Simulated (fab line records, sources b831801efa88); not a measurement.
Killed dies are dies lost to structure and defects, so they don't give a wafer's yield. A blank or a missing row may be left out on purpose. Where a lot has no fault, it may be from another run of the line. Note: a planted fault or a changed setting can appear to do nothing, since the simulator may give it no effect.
Comparing a struck lot with a sound one :: flow gf180mcu :: 45 out of 602 route steps
Sound: these wafers, L558.1, L558.3, L558.5. Struck: wafers L556.1, L556.2, L556.6. The cause is given at the end.
Each step with rows lists, per side, the tool, then ch with its chambers, then its first start. Under that, the readings that differ: sound wafers :: struck wafers :: difference of the means :: sigmas: that difference in standard deviations of wafers without a fault.
alike: words and numbers the same on both sides, and readings whose means are apart by under 2 such deviations; not compared: readings that were withheld, readings missing a value for some wafer, numbers with overlapping values and no deviation given by the record, and bounds like >300 which may hide the same value.
A row with sigmas, a row that says differs or no value, or rows on one side alone: a step with any of these is where the two part. Numbers that don't overlap but have no deviation are shown without sigmas and don't part them. A reading missing from all wafers of one side parts the sides only when that side holds two or more wafers.

first, 2 steps without rows for these wafers: GF_DNWELL_DEVELOP_06 (develop time 60 s); GF_DNWELL_IMPLANT_07.
GF_DNWELL_STRIP_08: strips in O2/N2.
  sound on plasma asher-03 ch 0,1, day 5 05:44; struck on plasma asher-02 ch 0,1, day 4 18:08
  alike: chamber pressure mTorr, drypump motor current A, heater power w, oes product au, strip time to endpoint s
  not compared: rf hours counter h
GF_DNWELL_TW_MEAS_09:
  sound on film metro-03 at day 5 05:50; struck on film metro-03 at day 4 18:14
  alike: DNWELL_TW
then, 7 steps without rows for these wafers: GF_NWELL_DEHYDRATE_00 (time 60 s); GF_NWELL_HMDS_01 (prime time 60 s); GF_NWELL_COAT_02 (resist thk 3000 nm); GF_NWELL_SOFTBAKE_03; GF_NWELL_EXPOSE_04 (exposes mask Nwell, target cd 860 nm); GF_NWELL_PEB_05; GF_NWELL_DEVELOP_06 (develop time 60 s).
GF_NWELL_OVL_MEAS_07:
  sound on overlay-01 at day 5 20:41; struck on overlay-02 at day 5 08:05
  alike: NWELL_OVL
GF_NWELL_IMPLANT_08:
  sound on implanter-04 ch 0, day 5 20:43; struck on implanter-02 ch 0, day 5 08:07
reading: beam energy keV
sound: 449.86 449.84 449.99
struck: 514.96 515.17 515.14
difference: +65.19
sigmas: +99 or more

reading: model.implant.rp nm (nm)
sound: 547.4 547.4 547.4
struck: 658 658 658
difference: +111
sigmas: 

reading: model.implant.drp nm (nm)
sound: 123.9 123.9 123.9
struck: 132.3 132.3 132.3
difference: +8.4
sigmas: 
  alike: end station pressure torr
following that, these wafers have no rows for 1 step: GF_NWELL_IMPLANT_09.
GF_NWELL_STRIP_10: strips in O2/N2.
  sound on plasma asher-03 ch 0,1, day 5 21:01; struck on plasma asher-01 ch 0,1, day 5 08:25
  alike: chamber pressure mTorr, drypump motor current A, heater power w, oes product au, strip time to endpoint s
  not compared: rf hours counter h
GF_NWELL_TW_MEAS_11:
  sound on film metro-01 at day 5 21:07; struck on film metro-02 at day 5 08:31
  alike: NWELL_TW
then, 7 steps without rows for these wafers: GF_LVPWELL_DEHYDRATE_00 (time 60 s); GF_LVPWELL_HMDS_01 (prime time 60 s); GF_LVPWELL_COAT_02 (resist thk 3000 nm); GF_LVPWELL_SOFTBAKE_03; GF_LVPWELL_EXPOSE_04 (exposes mask LVPWELL, target cd 600 nm); GF_LVPWELL_PEB_05; GF_LVPWELL_DEVELOP_06 (develop time 60 s).
GF_LVPWELL_OVL_MEAS_07:
  sound on overlay-02 at day 6 11:46; struck on overlay-01 at day 5 23:14
  alike: LVPWELL_OVL
then, 2 steps without rows for these wafers: GF_LVPWELL_IMPLANT_08; GF_LVPWELL_IMPLANT_09.
GF_LVPWELL_STRIP_10: strips in O2/N2.
  sound on plasma asher-02 ch 0,1, day 6 12:07; struck on plasma asher-04 ch 0,1, day 5 23:34
  alike: chamber pressure mTorr, drypump motor current A, heater power w, oes product au, strip time to endpoint s
  not compared: rf hours counter h
GF_LVPWELL_TW_MEAS_11:
  sound on film metro-02 at day 6 12:13; struck on film metro-02 at day 5 23:40
  alike: LVPWELL_TW
then, 7 steps without rows for these wafers: GF_MVSD_DEHYDRATE_00 (time 60 s); GF_MVSD_HMDS_01 (prime time 60 s); GF_MVSD_COAT_02 (resist thk 3000 nm); GF_MVSD_SOFTBAKE_03; GF_MVSD_EXPOSE_04 (exposes mask MVSD, target cd 1000 nm); GF_MVSD_PEB_05; GF_MVSD_DEVELOP_06 (develop time 60 s).
GF_MVSD_OVL_MEAS_07:
  sound on overlay-01 at day 7 03:05; struck on overlay-01 at day 6 14:35
  alike: MVSD_OVL
then, 2 steps without rows for these wafers: GF_MVSD_IMPLANT_08; GF_MVSD_IMPLANT_09.
GF_MVSD_STRIP_10: strips in O2/N2.
  sound on plasma asher-01 ch 0,1, day 7 03:25; struck on plasma asher-01 ch 0,1, day 6 14:55
  alike: chamber pressure mTorr, drypump motor current A, heater power w, oes product au, strip time to endpoint s
  not compared: rf hours counter h
GF_MVSD_TW_MEAS_11:
  sound on film metro-01 at day 7 03:31; struck on film metro-01 at day 6 15:01
  alike: MVSD_TW
then, 2 steps without rows for these wafers: GF_MVPSD_DEHYDRATE_00 (time 60 s); GF_MVPSD_HMDS_01 (prime time 60 s).
-- the record jumps here: 4 days lie between the struck wafers' starts before and after --
GF_VT_IMPLANT_RS_MEAS_47: the measuring method here is four-point-probe.
  sound on film metro-02 at day 10 16:24; struck on film metro-02 at day 10 04:01
reading: NWELL_RS (ohm/sq)
sound: 488.6 490.3 489.7
struck: 476.1 475.5 477.3
difference: -13.2
sigmas: -9
  not compared: hold
GF_VT_IMPLANT_RS_MEAS_48: the measuring method here is four-point-probe.
  sound on film metro-02 at day 10 16:31; struck on film metro-02 at day 10 08:21
reading: hold
sound: - - -
struck: await dispo/4.1h/release await dispo/4.1h/release await dispo/4.1h/release
difference: no value on the sound wafers
sigmas: 
  alike: LVPWELL_RS
following that, these wafers have no rows for 1 step: GF_PASSIVATION_PROBE_99.

== WHERE THEY PART ==
At GF_NWELL_IMPLANT_08 first; at GF_VT_IMPLANT_RS_MEAS_48 last (within this record only).

WHY: what the simulator had put in
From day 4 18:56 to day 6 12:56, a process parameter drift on implanter-02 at GF_NWELL_IMPLANT_08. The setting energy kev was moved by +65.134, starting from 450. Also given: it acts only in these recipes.
